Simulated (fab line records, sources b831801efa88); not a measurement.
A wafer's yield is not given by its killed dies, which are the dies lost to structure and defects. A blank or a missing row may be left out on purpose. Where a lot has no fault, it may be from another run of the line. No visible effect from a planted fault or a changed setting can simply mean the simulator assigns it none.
Which tool is to blame?	flow sky130	12 lots with 36 wafers sampled at 6 steps, on a route of 708 steps

WHAT THE GAUGES READ, wafer by wafer
SKY_SPACER_THK_MEAS_01. Usual: SPACER_CVD_00_THK gives 43.1 nm (standard deviation 0.43).
lot	measured	on	SPACER_CVD_00_THK (nm)	flag
L707	day 22 17:38	film metro-03	42.8 43.0 43.0	
L708	day 22 21:18	film metro-03	42.6 42.4 42.6	
L709	day 23 09:35	film metro-03	42.5 42.6 42.8	
L714	day 25 14:22	film metro-03	43.6 43.5 43.5	
L716	day 26 03:18	film metro-03	43.4 43.1 43.2	
L717	day 26 14:27	film metro-01	43.5 43.6 43.0	
L718	day 26 23:56	film metro-03	43.6 43.9 43.4	
L722	day 28 10:55	film metro-04	42.5 42.6 42.8	
L723	day 28 14:32	film metro-03	43.3 42.6 43.0	
L724	day 28 23:05	film metro-04	42.8 42.7 42.8	
L725	day 29 15:22	film metro-03	43.5 43.2 43.1	
L728	day 30 10:09	film metro-03	43.0 42.5 42.6	

SKY_SD_P_TW_MEAS_11. Usual: SD_P_TW gives 2815 (standard deviation 38).
lot	measured	on	SD_P_TW	flag
L707	day 25 05:42	film metro-02	2785 2774 2775	
L708	day 25 10:34	film metro-02	2772 2781 2775	
L709	day 25 21:03	film metro-02	2774 2768 2785	
L714	day 27 23:58	film metro-02	2771 2795 2788	
L716	day 28 13:07	film metro-02	2772 2779 2770	
L717	day 29 00:18	film metro-04	2830 2832 2838	
L718	day 29 07:59	film metro-02	2787 2781 2790	
L722	day 30 19:13	film metro-02	2777 2780 2779	
L723	day 30 22:01	film metro-02	2775 2763 2792	
L724	day 31 06:05	film metro-03	2843 2855 2856	
L725	day 31 23:07	film metro-02	2785 2789 2786	
L728	day 32 17:43	film metro-02	2776 2767 2767	

SKY_LI_CONTACT_THK_MEAS_01. Usual: LI_CONTACT_HDPCVD_THK gives 928 nm (standard deviation 7.8).
lot	measured	on	LI_CONTACT_HDPCVD_THK (nm)	flag
L707	day 27 16:49	film metro-02	937 926 942	
L708	day 27 21:11	film metro-04	912 928 918	
L709	day 28 08:22	film metro-02	927 932 931	
L714	day 30 08:38	film metro-02	932 921 938	
L716	day 30 21:32	film metro-02	927 928 918	
L717	day 31 08:55	film metro-03	924 918 911	
L718	day 31 16:20	film metro-04	929 927 912	
L722	day 33 02:11	film metro-03	922 921 1013 923 920 1012	OFF
L723	day 33 04:23	film metro-02	922 922 915	
L724	day 33 13:05	film metro-04	916 1008 1007 916 1009 1008	OFF
L725	day 34 05:29	film metro-02	931 923 930	
L728	day 34 23:31	film metro-03	930 934 933	

SKY_CONTACT_THK_MEAS_01. Usual: CONTACT_CVD_00_THK gives 74.9 nm (standard deviation 0.82).
lot	measured	on	CONTACT_CVD_00_THK (nm)	flag
L707	day 30 03:14	film metro-03	75.0 75.2 76.6	
L708	day 30 07:54	film metro-03	74.8 75.4 76.2	
L709	day 30 18:55	film metro-03	73.1 75.2 76.3	
L714	day 32 18:16	film metro-02	74.4 74.4 74.3	
L716	day 33 05:32	film metro-02	74.2 76.2 75.4	
L717	day 33 17:10	film metro-02	73.8 73.7 73.3	
L718	day 33 23:47	film metro-03	75.1 74.9 74.9	
L722	day 35 10:01	film metro-02	74.7 75.4 75.1	
L723	day 35 11:42	film metro-02	75.8 75.3 75.6	
L724	day 35 21:46	film metro-02	75.3 75.2 75.4	
L725	day 36 13:17	film metro-01	74.8 74.7 75.4	
L728	day 37 05:34	film metro-02	75.1 75.3 76.0	

TOOL THAT RAN EACH LOT (tool first, then ch and the chambers of the sampled wafers, then the start)
lot	SKY_LI_CONTACT_HDPCVD_00	SKY_LI_CONTACT_CMP_02
L707	hdpcvd-02 ch 0,1, day 27 16:43	cmp-01 ch 0,1,3, day 27 17:01
L708	hdpcvd-01 ch 1,2, day 27 21:01	cmp-02 ch 1,3, day 27 21:17
L709	hdpcvd-02 ch 0,1,2, day 28 08:16	cmp-02 ch 0,1,3, day 28 08:28
L714	hdpcvd-01 ch 0,1,2, day 30 08:31	cmp-02 ch 1,2,3, day 30 08:44
L716	hdpcvd-02 ch 0,2, day 30 21:25	cmp-01 ch 0,1,3, day 30 21:44
L717	hdpcvd-02 ch 0,1,2, day 31 08:49	cmp-02 ch 0,2,3, day 31 08:59
L718	hdpcvd-01 ch 1,2, day 31 16:13	cmp-01 ch 1,3, day 31 16:23
L722	hdpcvd-02 ch 0,2, day 33 02:04	cmp-01 ch 1,3, day 33 05:51
L723	hdpcvd-01 ch 1,2, day 33 04:16	cmp-01 ch 1,2,3, day 33 04:25
L724	hdpcvd-02 ch 1,2, day 33 12:58	cmp-01 ch 0,2,3, day 33 15:59
L725	hdpcvd-01 ch 0,2, day 34 05:22	cmp-02 ch 2,3, day 34 05:32
L728	hdpcvd-01 ch 0,1,2, day 34 23:25	cmp-01 ch 0,2, day 34 23:38
- SKY_LI_CONTACT_HDPCVD_00: deposits PSG, target thk 930 nm, time 155 s.
- SKY_LI_CONTACT_CMP_02: polishes PSG.

WHAT THE TOOLS THEMSELVES READ (means of the sampled wafers that have a number; where no wafer has one, the mark that the record gives instead)
SKY_LI_CONTACT_HDPCVD_00. Usual: 182.8 s for run length s, sd 0.45.
lot	tool	run length s (s)	flag
L707	hdpcvd-02	182.9	
L708	hdpcvd-01	182.7	
L709	hdpcvd-02	183.2	
L714	hdpcvd-01	182.8	
L716	hdpcvd-02	182.9	
L717	hdpcvd-02	182.7	
L718	hdpcvd-01	182.7	
L722	hdpcvd-02	188.3	OFF
L723	hdpcvd-01	182.8	
L724	hdpcvd-02	192.2	OFF
L725	hdpcvd-01	182.8	
L728	hdpcvd-01	182.7	

SKY_LI_CONTACT_CMP_02. Usual: motor current A 11.6 A, standard deviation 1.3; slurry filter dp kPa 13.48 kPa, standard deviation 0.13; time to endpoint s 32.4 s, standard deviation 2.4.
lot	tool	motor current A (A)	slurry filter dp kPa (kPa)	time to endpoint s (s)	flag
L707	cmp-01	11.4	13.58	34.4	
L708	cmp-02	11.7	13.43	31.0	
L709	cmp-02	12.4	13.49	31.0	
L714	cmp-02	11.6	13.49	30.5	
L716	cmp-01	10.9	13.33	32.9	
L717	cmp-02	12.3	13.43	30.2	
L718	cmp-01	11.4	13.58	34.0	
L722	cmp-01	12.1	13.50	33.5	
L723	cmp-01	11.5	13.41	31.2	
L724	cmp-01	10.6	13.56	37.8	
L725	cmp-02	11.8	13.64	34.0	
L728	cmp-01	10.3	13.52	34.3	

THE ANSWER, worked out from the rows above alone
Rule: a lot counts as off when the mean over its wafers that have a number is more than 3 standard deviations away from the usual mean. A lot without any number at a reading at which 4 lots or more have one is off too. Where the step has rows for the other lots, those lots are counted as sound. The gauges are gone through in route order, then the tools' own readings, and for those a lot's mean is taken as printed above. At the first step where some lot is off, the reading lying furthest off is the one used; lots without a number count as furthest.
Off: L722, L724, seen at SKY_LI_CONTACT_THK_MEAS_01 (LI_CONTACT_HDPCVD_THK).
If a tool, at a process step before that reading, ran all the lots that are off and no sound lot after the first of them, it fits. The gauges at SKY_LI_CONTACT_THK_MEAS_01 aren't tried: what is off there is off at SKY_LI_CONTACT_HDPCVD_00 too, on other tools, and a gauge's error can't cause that. One candidate fits, namely hdpcvd-02 at SKY_LI_CONTACT_HDPCVD_00. Its last sound lot is L717 (day 31 08:49), its first lot that is off L722 (day 33 02:04): a fault that began between those two fits.
The tool's own readings at SKY_LI_CONTACT_HDPCVD_00 bear it out: on the lots that are off they differ by more than 5 times the standard deviation of the sound lots' means. run length s reads 190.2 s there against 182.8 s on the sound lots.

WHAT THE SIMULATOR PUT IN
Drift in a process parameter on hdpcvd-02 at SKY_LI_CONTACT_HDPCVD_00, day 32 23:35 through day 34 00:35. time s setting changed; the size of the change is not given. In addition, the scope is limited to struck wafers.
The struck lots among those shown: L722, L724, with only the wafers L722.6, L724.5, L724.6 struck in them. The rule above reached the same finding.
